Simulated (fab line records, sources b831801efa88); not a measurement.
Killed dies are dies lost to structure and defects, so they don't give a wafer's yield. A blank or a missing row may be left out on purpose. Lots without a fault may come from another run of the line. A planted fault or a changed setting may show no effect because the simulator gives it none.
Which tool did it? | flow gf180mcu | 11 lots, 33 wafers sampled, at 2 steps of a route of 602

WHAT THE GAUGES READ, wafer by wafer
GF_STI_THK_MEAS_02.
lot  | measured    | on            | STI_OXIDATION_THK (nm)
L853 | day 1 13:31 | film_metro-04 | 9.95 10.03 9.77
L855 | day 1 21:53 | film_metro-04 | 10.13 10.11 10.04
L857 | day 2 07:31 | film_metro-02 | 9.57 9.69 9.63
L860 | day 2 22:31 | film_metro-02 | 9.92 10.06 9.76
L864 | day 3 19:13 | film_metro-04 | 10.26 10.28 10.29
L865 | day 4 00:00 | film_metro-01 | 9.87 9.81 9.98
L866 | day 4 04:31 | film_metro-02 | 6.95 7.12 6.79
L867 | day 4 09:49 | film_metro-04 | 9.76 9.84 9.89
L868 | day 4 15:47 | film_metro-04 | 6.49 6.79 6.57
L870 | day 5 00:56 | film_metro-02 | 9.72 9.56 9.68
L876 | day 6 06:54 | film_metro-02 | 9.95 10.01 10.07

WHICH TOOL RAN EACH LOT (tool, then ch and the chambers of the sampled wafers, then the start)
lot  | GF_STI_OXIDATION_01
L853 | furnace-02 ch 0, day 1 12:07
L855 | furnace-02 ch 0, day 1 20:29
L857 | furnace-01 ch 0, day 2 06:07
L860 | furnace-01 ch 0, day 2 21:07
L864 | furnace-01 ch 0, day 3 17:49
L865 | furnace-01 ch 0, day 3 22:35
L866 | furnace-01 ch 0, day 4 03:07
L867 | furnace-02 ch 0, day 4 08:23
L868 | furnace-01 ch 0, day 4 14:23
L870 | furnace-02 ch 0, day 4 23:32
L876 | furnace-02 ch 0, day 6 05:29
- GF_STI_OXIDATION_01: stabilise 600 s, purge 300 s, target thk 10 nm.

THE ANSWER, worked out from the rows above alone
Rule: what is usual is taken from the lots themselves. Put in order of their means at a reading, lots are off if they are a third of the lots or fewer, leave a main group of 4 or more, and stand apart from it by a gap of 3 or more times the standard deviation of the main group's means; of several such gaps the widest counts. A main group whose means are all the same, to the digits that the tables above print for the reading, isn't used. A lot without any number at a reading at which 4 lots or more have one is off too. The other lots that the step has rows for count as sound.
Off: L866, L868, at GF_STI_THK_MEAS_02 (STI_OXIDATION_THK). The main group: mean 9.91 nm, standard deviation 0.19.
A tool fits if, at a process step before that reading, it ran every lot that is off, and no sound lot after the first of them. The gauges at GF_STI_THK_MEAS_02 are tried like those tools. One fits: furnace-01 at GF_STI_OXIDATION_01. Its last sound lot is L865 (day 3 22:35), its first lot that is off L866 (day 4 03:07): a fault that began between those two fits.

WHAT THE SIMULATOR HAD PUT IN
Process parameter drift: furnace-01, from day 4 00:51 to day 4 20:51, at GF_STI_OXIDATION_01. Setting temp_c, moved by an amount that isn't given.
Lots struck among those shown: L866, L868. The rule above found the same.
